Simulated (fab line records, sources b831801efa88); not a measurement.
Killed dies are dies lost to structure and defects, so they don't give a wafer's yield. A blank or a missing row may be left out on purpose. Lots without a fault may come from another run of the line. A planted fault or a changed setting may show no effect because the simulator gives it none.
fab line records | flow sky130
record lots=6 wafers=16 last_day=50
route steps=708 shown FIELD_ISO@4 PAD_OPEN@708
lots that met no fault: from a run of the same line without faults
start_h: hours from the record's first day to the start of the lot's first wafer shown | wait_h: hours since the lot's step before | " the same as in the row above | L1.1+2: a row that stands for several wafers | - no value, or no start given | * or withheld: withheld | < > ~ a bound
route shown NAME@n: a module of which the file shows steps, and the number in the route of the first | usual: mean/standard deviation of fault-free wafers | same: alike in all rows | chamber/n: place in a boat | sites: the reading at each site | _std_site: their standard deviation | _edge_site: outer sites' mean less inner sites' | radius_mm: how far each site lies from the wafer's centre | mask NAME#n: copy n | behind: the tool/chamber that last shaped the wafer | hold: why the lot was held/for how many hours/how that ended | device: the transistor (n, p or np) that didn't switch | end of line: the same wafers' tests at the end of the route | a step without rows: its recipe alone | killed: dies lost to structure and defects at the first sort, not the wafer's yield | map: a wafer's dies, x killed, . not, _ none there
set.NAME: the setting as run; set.NAME@STEP: as run at that earlier step | model.NAME: the simulator's own value behind a step, which no gauge read
lots at some steps of the route; a table a step, a row a wafer
services: from which hour (start_h, from the record's first day; less than 0 if before it) a tool's chamber was out of use, for how many hours, and why
## steps
# step SKY_FIELD_ISO_CVD_03
# recipe material=Si3N4 precursor=DCS/NH3 target_thk_nm=165 temp_c=770 time_s=2830 pressure_mtorr=250
# step SKY_FIELD_ISO_THK_MEAS_04
# recipe reads=Si3N4_of_FIELD_ISO_CVD_03
# usual FIELD_ISO_CVD_03_THK=165.1/2.2
# columns lot.wafer tool chamber start_h wait_h FIELD_ISO_CVD_03_THK[nm]
L490.2 film_metro-04 - 24.57 0.0 164.4
L490.3 " - " " 165.2
L490.4 " - " " 165.2
L491.1 film_metro-04 - 29.96 0.0 168.6
L491.2 " - " " 169.0
L491.4 " - " " 166.3
L503.5 film_metro-03 - 90.05 0.0 166.3
L503.6 " - " " 166.7
L504.5 film_metro-02 - 93.52 0.0 163.2
L504.6 " - " " 162.7
L506.2 film_metro-02 - 104.75 0.0 164.2
L506.4 " - " " 165.6
L506.6 " - " " 165.7
L508.1 film_metro-02 - 114.33 0.0 163.4
L508.4 " - " " 164.6
L508.5 " - " " 164.7
# step SKY_FIELD_ISO_DEHYDRATE_05
# recipe temp_c=200 time_s=60
# step SKY_FIELD_ISO_HMDS_06
# recipe prime_time_s=60 prime_temp_c=120
# step SKY_FIELD_ISO_COAT_07
# recipe resist=BARC temp_c=withheld time_s=withheld spin_rpm=3000 resist_thk_nm=60
# step SKY_FIELD_ISO_COAT_08
# recipe resist=KrF-thick spin_rpm=3000 resist_thk_nm=450
# step SKY_FIELD_ISO_SOFTBAKE_09
# recipe temp_c=100 time_s=90 resist=KrF-thick
# step SKY_FIELD_ISO_EXPOSE_10
# recipe mask_id=FOM na=0.68 source_shape=annular sigma_inner=0.4 sigma_outer=0.8 target_cd_nm=150 dose_mj=28
# step SKY_FIELD_ISO_PEB_11
# recipe peb_temp_c=withheld peb_time_s=withheld resist=KrF-thick
# step SKY_FIELD_ISO_DEVELOP_12
# recipe develop_time_s=60 resist=KrF-thick dev_temp_c=21
# step SKY_FIELD_ISO_CD_MEAS_13
# recipe target_cd_nm=150
# usual cd_nm=149.6/1.3
# columns lot.wafer tool chamber start_h wait_h cd_nm
L490.2 cd_sem-02 - 39.33 - 148.0
L490.3 " - " " 148.1
L490.4 " - " " 149.0
L491.1 cd_sem-01 - 45.74 - 150.1
L491.2 " - " " 150.0
L491.4 " - " " 151.4
L503.5 cd_sem-01 - 108.84 - 150.0
L503.6 " - " " 151.5
L504.5 cd_sem-01 - 112.09 - 148.3
L504.6 " - " " 147.6
L506.2 cd_sem-01 - 123.33 - 148.2
L506.4 " - " " 148.9
L506.6 " - " " 149.4
L508.1 cd_sem-02 - 133.71 - 149.6
L508.4 " - " " 149.5
L508.5 " - " " 151.3
# step SKY_FIELD_ISO_ETCH_14
# recipe chemistry=N2/H2 target=BARC ion_energy_ev=200 source_w=500 bias_w=100 pressure_mtorr=30 n2_flow_sccm=100 h2_flow_sccm=200 stop_on=SiO2 time_s=45.9 target_depth_a=600
# usual drypump_motor_current_A=5.8/0.49 oes_product_au=0.855/0.0045 throttle_valve_pct=13.224/0.009
# same time_s=45.9
# columns lot.wafer tool chamber start_h wait_h drypump_motor_current_A oes_product_au rf_hours_counter_h throttle_valve_pct
L490.2 rie_diel-02 1 39.43 0.1 5.5 0.852 88 13.242
L490.3 " 2 " " 5.9 0.854 2 13.226
L490.4 " 0 " " 6.5 0.862 7 13.231
L491.1 rie_diel-03 1 45.86 0.1 6.2 0.863 5 13.227
L491.2 " 0 " " 6.8 0.859 103 13.231
L491.4 " 0 " " 6.7 0.852 - 13.217
L503.5 rie_diel-02 0 108.90 0.0 6.5 0.850 - 13.221
L503.6 " 3 " " 5.4 0.855 - 13.238
L504.5 rie_diel-02 2 112.15 0.0 5.9 0.856 - 13.208
L504.6 " 3 " " 5.4 0.845 - 13.228
L506.2 rie_diel-03 0 123.43 0.1 6.8 0.862 104 13.234
L506.4 " 1 " " 6.2 0.852 7 13.219
L506.6 " 2 " " 5.9 0.862 - 13.234
L508.1 rie_diel-01 1 133.83 0.1 6.0 0.859 5 13.210
L508.4 " 3 " " 5.5 0.851 40 13.227
L508.5 " 2 " " 6.3 0.848 - 13.221
# step SKY_FIELD_ISO_ETCH_15
# recipe chemistry=CHF3/O2 target_depth_nm=180 stop_on=Si source_w=600 bias_w=200 pressure_mtorr=40 chf3_flow_sccm=50 O2_flow_sccm=5 time_s=72
# usual O2_flow_sccm=5.001/0.014 drypump_motor_current_A=5.8/0.49 oes_product_au=0.946/0.0088 throttle_valve_pct=8.844/0.0099
# same time_s=72
# columns lot.wafer tool chamber start_h wait_h O2_flow_sccm drypump_motor_current_A oes_product_au rf_hours_counter_h throttle_valve_pct model.KrF-thick_of_FIELD_ISO_COAT_08.thk_nm
L490.2 rie_diel-02 1 39.47 0.0 5.004 5.4 0.944 88 8.853 237.1
L490.3 " 2 " " 4.995 5.9 0.956 2 8.850 236.9
L490.4 " 0 " " 4.995 6.5 0.940 7 8.853 236.5
L491.1 rie_diel-03 1 45.90 0.0 4.998 6.2 0.956 5 8.861 238.5
L491.2 " 0 " " 4.980 6.7 0.964 103 8.841 242.2
L491.4 " 0 " " 4.991 6.8 0.945 - 8.852 241.9
L503.5 rie_diel-02 0 108.95 0.0 4.989 6.5 0.840 - 8.806 276.3
L503.6 " 3 " " 5.010 5.3 0.952 - 8.860 233.6
L504.5 rie_diel-02 2 112.20 0.0 4.994 5.8 0.830 - 8.798 276.9
L504.6 " 3 " " 4.989 5.3 0.941 - 8.834 231.8
L506.2 rie_diel-03 0 123.47 0.0 5.035 6.8 0.947 104 8.842 237.9
L506.4 " 1 " " 5.008 6.2 0.948 7 8.834 237.9
L506.6 " 2 " " 4.991 5.9 0.953 - 8.852 235.7
L508.1 rie_diel-01 1 133.87 0.0 4.997 6.0 0.937 5 8.843 235.2
L508.4 " 3 " " 4.982 5.5 0.951 40 8.860 234.1
L508.5 " 2 " " 5.026 6.3 0.941 - 8.828 235.4
# step SKY_FIELD_ISO_STRIP_16
# recipe chemistry=O2/N2 power_w=1400 pressure_mtorr=1500 platen_temp_c=withheld o2_flow_sccm=3000 n2_flow_sccm=300 overash_fraction=0.5
# usual drypump_motor_current_A=5.5/0.38 o2_flow_sccm=3000/9.6 oes_product_au=0.378/0.0042 strip_time_to_endpoint_s=3.553/0.026
# columns lot.wafer tool chamber start_h wait_h drypump_motor_current_A o2_flow_sccm oes_product_au rf_hours_counter_h strip_time_to_endpoint_s
L490.2 plasma_asher-04 0 39.53 0.0 5.3 3002 0.374 21 3.562
L490.3 " 0 " " 5.3 3014 0.378 - 3.555
L490.4 " 1 " " 6.1 2993 0.383 - 3.546
L491.1 plasma_asher-03 0 45.96 0.0 5.4 2999 0.379 36 3.581
L491.2 " 1 " " 5.2 3012 0.382 36 3.597
L491.4 " 1 " " 5.2 3021 0.380 - 3.603
L503.5 plasma_asher-04 1 109.05 0.1 6.1 2997 0.398 - 3.977
L503.6 " 0 " " 5.2 3005 0.381 - 3.516
L504.5 plasma_asher-01 0 112.29 0.1 5.9 3005 0.396 - 3.989
L504.6 " 1 " " 5.1 3007 0.369 - 3.502
L506.2 plasma_asher-03 0 123.53 0.0 5.4 3005 0.373 44 3.571
L506.4 " 0 " " 5.4 3003 0.379 - 3.556
L506.6 " 0 " " 5.4 3001 0.373 - 3.532
L508.1 plasma_asher-01 1 133.93 0.0 5.1 2988 0.375 48 3.532
L508.4 " 1 " " 5.1 2995 0.370 - 3.538
L508.5 " 0 " " 6.0 2995 0.381 - 3.529
# step SKY_FIELD_ISO_ETCH_17
# recipe target_depth_a=3420 mask_material=Si3N4 chemistry=HBr/Cl2/O2 target=Si taper_deg=5 icp_w=600 bias_w=150 pressure_mtorr=15 HBr_flow_sccm=150 Cl2_flow_sccm=40 O2_flow_sccm=6 time_s=97.7
# usual O2_flow_sccm=6.001/0.016 drypump_motor_current_A=5.7/0.53 oes_product_au=0.998/0.0068 throttle_valve_pct=25.657/0.01
# same time_s=97.7
# columns lot.wafer tool chamber start_h wait_h O2_flow_sccm drypump_motor_current_A oes_product_au rf_hours_counter_h throttle_valve_pct
L490.2 rie_si-02 3 39.63 0.1 5.991 4.9 0.999 103 25.641
L490.3 " 1 " " 6.023 6.6 0.990 68 25.666
L490.4 " 0 " " 5.990 6.3 0.988 108 25.635
L491.1 rie_si-02 1 46.06 0.1 5.994 6.5 0.994 69 25.658
L491.2 " 0 " " 5.983 6.3 1.006 108 25.636
L491.4 " 2 " " 6.004 6.1 1.002 32 25.656
L503.5 rie_si-02 2 109.12 0.0 6.018 6.1 0.994 - 25.650
L503.6 " 3 " " 6.014 4.9 1.007 - 25.665
L504.5 rie_si-01 1 112.36 0.0 5.996 5.5 1.000 - 25.676
L504.6 " 0 " " 5.997 5.3 1.003 - 25.646
L506.2 rie_si-01 1 123.63 0.1 5.999 5.6 0.985 90 25.654
L506.4 " 0 " " 6.009 5.3 0.997 71 25.675
L506.6 " 0 " " 5.990 5.3 1.005 - 25.657
L508.1 rie_si-01 2 134.03 0.1 5.991 6.0 0.993 1 25.649
L508.4 " 1 " " 6.024 5.5 1.001 90 25.678
L508.5 " 2 " " 5.981 6.0 0.996 - 25.654
# step SKY_PAD_OPEN_PROBE_99
# usual killed_at_M0_to_M3=43/6.9 killed_at_M4_up=3.2/1.6 killed_at_contacts=25/5.1 killed_at_front_end=16/4.5 killed_dies=87/8.9 killed_on_rim=16/3.6 killed_open=48/6.9 killed_short=39/6.3
# same gross_dies=492 killed_at_back_side=0 killed_at_other=0
# columns lot.wafer tool chamber start_h wait_h killed_at_M0_to_M3 killed_at_M4_up killed_at_contacts killed_at_front_end killed_dies killed_on_rim killed_open killed_short
L490.2 prober-01 - 1114.80 0.1 37 3 27 14 81 13 51 30
L490.3 prober-01 - 1114.85 0.2 43 1 27 11 82 18 43 38
L490.4 prober-01 - 1114.90 0.2 45 3 29 23 100 18 59 41
L491.1 prober-02 - 1119.54 0.1 46 4 28 11 89 16 51 38
L491.2 prober-02 - 1119.59 0.1 49 5 25 11 90 22 42 48
L491.4 prober-02 - 1119.69 0.2 49 4 21 11 85 10 53 32
L503.5 prober-01 - 1184.93 0.2 41 2 29 420 492 96 54 35
L503.6 prober-01 - 1184.98 0.2 42 1 23 18 84 22 53 31
L504.5 prober-02 - 1190.98 0.2 43 2 24 423 492 96 46 35
# killed by level:class
L490.2 CONTACT:geometric_particle:open=14 VIA1:geometric_particle:open=13 LI_CONTACT:geometric_particle:open=6 FIELD_ISO:geometric_particle:short=5 VIA2:geometric_particle:open=5 VIA1:geometric_particle:short=4 FIELD_ISO:geometric_particle:open=3 POLY_GATE:geometric_particle:short=3
L490.3 CONTACT:geometric_particle:open=10 VIA1:geometric_particle:open=8 METAL1:geometric_particle:short=7 LI_CONTACT:geometric_particle:open=6 LOCAL_INTERCONNECT:geometric_particle:short=6 VIA2:geometric_particle:open=6 VIA3:geometric_particle:open=5 METAL3:geometric_particle:short=5
L490.4 CONTACT:geometric_particle:open=13 VIA2:geometric_particle:open=9 VIA1:geometric_particle:open=8 FIELD_ISO:geometric_particle:open=6 METAL1:geometric_particle:short=6 VIA3:geometric_particle:open=6 FIELD_ISO:geometric_particle:short=5 LI_CONTACT:geometric_particle:open=5
L491.1 VIA1:geometric_particle:open=12 CONTACT:geometric_particle:open=10 LI_CONTACT:geometric_particle:short=7 VIA3:geometric_particle:open=7 LOCAL_INTERCONNECT:geometric_particle:short=6 METAL2:geometric_particle:short=6 VIA1:geometric_particle:short=4 VIA2:geometric_particle:short=4
L491.2 VIA1:geometric_particle:open=9 METAL2:geometric_particle:short=8 LOCAL_INTERCONNECT:geometric_particle:short=7 LI_CONTACT:geometric_particle:open=6 CONTACT:geometric_particle:open=6 VIA2:geometric_particle:open=6 METAL1:geometric_particle:short=5 VIA2:geometric_particle:short=5
L491.4 VIA1:geometric_particle:open=11 VIA3:geometric_particle:open=11 CONTACT:geometric_particle:open=10 VIA2:geometric_particle:open=6 METAL2:geometric_particle:short=6 FIELD_ISO:geometric_particle:short=4 LI_CONTACT:geometric_particle:open=4 VIA1:geometric_particle:short=4
L503.5 FIELD_ISO:area_etch=403 CONTACT:geometric_particle:open=11 LI_CONTACT:geometric_particle:open=10 VIA1:geometric_particle:open=9 VIA2:geometric_particle:open=7 VIA3:geometric_particle:open=7 VIA1:geometric_particle:short=6 FIELD_ISO:geometric_particle:short=5
L503.6 VIA1:geometric_particle:open=11 CONTACT:geometric_particle:open=9 VIA2:geometric_particle:open=7 VIA3:geometric_particle:open=6 METAL1:geometric_particle:short=6 POLY_GATE:geometric_particle:open=5 LI_CONTACT:geometric_particle:open=5 LOCAL_INTERCONNECT:geometric_particle:short=5
L504.5 FIELD_ISO:area_etch=411 VIA1:geometric_particle:open=14 CONTACT:geometric_particle:open=10 POLY_GATE:geometric_particle:short=6 LI_CONTACT:geometric_particle:open=5 VIA2:geometric_particle:open=5 METAL1:geometric_particle:short=4 METAL3:geometric_particle:short=4
# map L503.5 (x killed, . not)
__________xxxxxxxxxx_________
________xxxxxxxxxxxxxx_______
______xxxxxxxxxxxxxxxxxx_____
_____xxxxxxxxxxxxxxxxxxxx____
____xxxxxxxxxxxxxxxxxxxxxx___
___xxxxxxxxxxxxxxxxxxxxxxxx__
__xxxxxxxxxxxxxxxxxxxxxxxxxx_
_xxxxxxxxxxxxxxxxxxxxxxxxxxxx
_xxxxxxxxxxxxxxxxxxxxxxxxxxxx
_xxxxxxxxxxxxxxxxxxxxxxxxxxxx
_xxxxxxxxxxxxxxxxxxxxxxxxxxxx
_xxxxxxxxxxxxxxxxxxxxxxxxxxxx
_xxxxxxxxxxxxxxxxxxxxxxxxxxxx
_xxxxxxxxxxxxxxxxxxxxxxxxxxxx
_xxxxxxxxxxxxxxxxxxxxxxxxxxxx
__xxxxxxxxxxxxxxxxxxxxxxxxxx_
___xxxxxxxxxxxxxxxxxxxxxxxx__
____xxxxxxxxxxxxxxxxxxxxxx___
_____xxxxxxxxxxxxxxxxxxxx____
______xxxxxxxxxxxxxxxxxx_____
________xxxxxxxxxxxxxx_______
__________xxxxxxxxxx_________
# map L504.5 (x killed, . not)
__________xxxxxxxxxx_________
________xxxxxxxxxxxxxx_______
______xxxxxxxxxxxxxxxxxx_____
_____xxxxxxxxxxxxxxxxxxxx____
____xxxxxxxxxxxxxxxxxxxxxx___
___xxxxxxxxxxxxxxxxxxxxxxxx__
__xxxxxxxxxxxxxxxxxxxxxxxxxx_
_xxxxxxxxxxxxxxxxxxxxxxxxxxxx
_xxxxxxxxxxxxxxxxxxxxxxxxxxxx
_xxxxxxxxxxxxxxxxxxxxxxxxxxxx
_xxxxxxxxxxxxxxxxxxxxxxxxxxxx
_xxxxxxxxxxxxxxxxxxxxxxxxxxxx
_xxxxxxxxxxxxxxxxxxxxxxxxxxxx
_xxxxxxxxxxxxxxxxxxxxxxxxxxxx
_xxxxxxxxxxxxxxxxxxxxxxxxxxxx
__xxxxxxxxxxxxxxxxxxxxxxxxxx_
___xxxxxxxxxxxxxxxxxxxxxxxx__
____xxxxxxxxxxxxxxxxxxxxxx___
_____xxxxxxxxxxxxxxxxxxxx____
______xxxxxxxxxxxxxxxxxx_____
________xxxxxxxxxxxxxx_______
__________xxxxxxxxxx_________
## services
# columns tool chamber start_h hours kind
rie_si-01 1 23.44 11.1 repair
rie_diel-01 0 23.71 8.1 repair
rie_diel-02 0 29.56 8.8 repair
rie_diel-03 2 44.60 6.8 repair
rie_diel-01 0 51.84 5.4 repair
plasma_asher-03 - 53.70 0.5 repair
rie_si-02 1 56.71 8.4 repair
plasma_asher-04 - 67.40 2.8 pm
plasma_asher-03 - 71.95 1.6 repair
rie_diel-03 3 73.64 7.1 repair
rie_diel-03 - 102.97 15.6 pm
rie_si-02 0 103.22 17.5 repair
rie_si-02 3 116.67 3.8 repair
rie_diel-03 - 122.10 0.5 repair
rie_si-01 3 127.46 3.9 repair
plasma_asher-04 - 133.93 1.1 repair
## key
first_sign step=SKY_FIELD_ISO_ETCH_15 reading=oes_product_au direction=down sigmas=13 usual=0.946 struck=0.835
effect step=SKY_FIELD_ISO_ETCH_15 reading=throttle_valve_pct direction=down sigmas=4.3 usual=8.844 struck=8.802
effect step=SKY_FIELD_ISO_STRIP_16 reading=strip_time_to_endpoint_s direction=up sigmas=17 usual=* struck=*
effect step=SKY_PAD_OPEN_PROBE_99 reading=killed_at_front_end direction=up sigmas=90 usual=16 struck=422
model_effect step=SKY_FIELD_ISO_ETCH_15 value=KrF-thick_of_FIELD_ISO_COAT_08.thk_nm without=234.3 struck=276.6
more_kills_born_at SKY_FIELD_ISO_ETCH_15@rie_diel-02=814
met_at SKY_FIELD_ISO_ETCH_15
struck_wafers L503.5,L504.5
later_rows_left_out L503.5,L504.5
tester_left_out L503,L504
onset_between 39.47 108.95
fault kind=process_parameter_drift tool=rie_diel-02 chamber=- onset_h=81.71 steps=SKY_FIELD_ISO_ETCH_15 channel=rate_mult offset=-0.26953 shape=step end_h=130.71 scope=struck_wafers_only
# tester_left_out: of these lots the tester's yield and bins aren't shown, on N5 and GAA mostly nor the transistor test; their killed dies are dies lost to structure and defects alone, not to doping, threshold or leakage, so they don't give the yield
# later_rows_left_out: the simulator's readings of these wafers behind a module that went badly wrong aren't trusted and aren't shown, but for the sort
